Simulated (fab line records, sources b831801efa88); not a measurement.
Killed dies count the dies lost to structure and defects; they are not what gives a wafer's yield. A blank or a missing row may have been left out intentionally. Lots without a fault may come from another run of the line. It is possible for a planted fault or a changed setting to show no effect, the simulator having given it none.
A lot that was struck, set against a sound lot -- flow sky130 -- 27 steps out of a route of 708
Sound: these wafers, L742.2, L742.5, L742.6. Struck: wafers L750.2, L750.3 (left out: L750.5, a lot-mate that was not struck); the cause follows at the end.
Order at every step that has rows: each side's tool, ch and its chambers, its first start. Under that, the readings that differ: sound wafers -- struck wafers -- difference of the means -- sigmas: that difference in standard deviations of wafers without a fault.
alike: readings with means less than 2 such deviations apart, plus words and numbers identical on both sides. not compared: withheld readings, readings lacking a value on some wafer, bounds such as >300 that could conceal the same value, and numbers that have no deviation in the record and whose values overlap.
A row with sigmas, a row that says differs or no value, or rows on one side alone: a step with any of these is where the two part. When numbers do not overlap yet have no deviation, they are printed without sigmas and do not part them. Lack of a reading on every wafer of one side parts them only where that side has two or more wafers.

first, 8 steps without rows for these wafers: SKY_VIA1_ETCH_14 (etches BARC in N2/H2, stops on SiO2, time 45.9 s, target depth 60 nm); SKY_VIA1_ETCH_15 (etches SiO2 in C4F8/O2/Ar, stops on TiN, target depth 351 nm, time 54 s); SKY_VIA1_STRIP_16 (strips in O2/N2); SKY_VIA1_STRIP_17 (strips in post etch residue remover, time 1200 s); SKY_VIA1_CLEAN_18 (cleans in IPA, time 180 s); SKY_VIA1_CLEAN_19 (cleans in O3/DIW); SKY_VIA1_SPUTTER_20 (material TiN, target thk 20 nm, time 80 s); SKY_VIA1_CVD_21 (deposits W, target thk 270 nm, time 80.902 s).
SKY_VIA1_CMP_24: polishes, stops on SiO2, t overpolish 15 s, target thk 0 nm.
  sound on cmp-02 ch 0,3, day 35 17:27; struck on cmp-02 ch 0,3, day 37 15:55
reading,sound,struck,difference,sigmas
time_to_endpoint_s (s),68 68 67,40 38,-29,-8
model.SiO2_of_VIA1_HDPCVD_00.thk_nm (nm),340.6 343.5 342.8,339.8 339,-2.9,
  alike: motor_current_A, overpolish_run_s, retaining_ring_pressure_frac
then, 15 steps without rows for these wafers: SKY_METAL2_SPUTTER_00 (material Ti, target thk 15 nm, time 10 s); SKY_METAL2_SPUTTER_01 (material TiN, target thk 20 nm, time 16.7 s); SKY_METAL2_SPUTTER_02 (material AlCu, target thk 250 nm, time 13.3 s); SKY_METAL2_SPUTTER_03 (material Ti, target thk 5 nm, time 3.3 s); SKY_METAL2_SPUTTER_04 (material TiN, target thk 70 nm, time 58.3 s); SKY_METAL2_DEHYDRATE_07 (time 60 s); SKY_METAL2_HMDS_08 (prime time 60 s); SKY_METAL2_COAT_09 (resist thk 60 nm); SKY_METAL2_COAT_10 (resist thk 450 nm); SKY_METAL2_SOFTBAKE_11 (time 90 s); SKY_METAL2_EXPOSE_12 (exposes mask MM2, target cd 140 nm); SKY_METAL2_PEB_13; SKY_METAL2_DEVELOP_14 (develop time 60 s); SKY_METAL2_DESCUM_17 (chemistry O2, time 8 s); SKY_METAL2_ETCH_18 (etches BARC in N2/H2, stops on SiO2, time 45.9 s, target depth 60 nm).
SKY_METAL2_METAL_ETCH_19: etches the open film in Cl2/BCl3, stops on SiO2, target depth 360 nm, time 78 s.
  sound on rie_metal-02 ch 0,1, day 36 20:41; struck on rie_metal-03 ch 0, day 38 18:25
reading,sound,struck,difference,sigmas
oes_product_au (a.u.),0.861 0.868 0.860,0.839 0.840,-0.024,-3
model.SiO2_of_VIA1_HDPCVD_00.thk_nm (nm),329.7 332.1 332,329.6 328.8,-2.1,
  alike: drypump_motor_current_A, throttle_valve_pct
  not compared: rf_hours_counter_h
then, 1 step without rows for these wafers: SKY_METAL2_STRIP_20 (strips in O2/N2).
-- the record jumps here: 10 days lie between the struck wafers' starts before and after (it left off in module METAL2 and takes up again in module PAD_OPEN, whose first step shown is number 708 of the route) --
SKY_PAD_OPEN_PROBE_99:
  sound: prober-01 at day 47 03:13; struck: prober-01 at day 48 14:49
  alike: defect_limited_yield, killed_at_M0_to_M3, killed_at_M4_up, killed_at_contacts, killed_at_front_end, killed_at_other, killed_dies, killed_open, killed_short, sort_bin_3_pad_short, sort_bin_5_function, sort_bin_6_memory, sort_n_pass, sort_yield_pct

## WHERE THEY PART
Earliest at SKY_VIA1_CMP_24; latest, in this record, at SKY_METAL2_METAL_ETCH_19. Later steps at which nothing parts them and some readings are alike: SKY_PAD_OPEN_PROBE_99.

WHY: whatever the simulator had introduced
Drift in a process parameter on cmp-02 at SKY_VIA1_CMP_24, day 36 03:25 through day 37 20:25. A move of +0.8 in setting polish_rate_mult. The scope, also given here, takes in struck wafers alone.
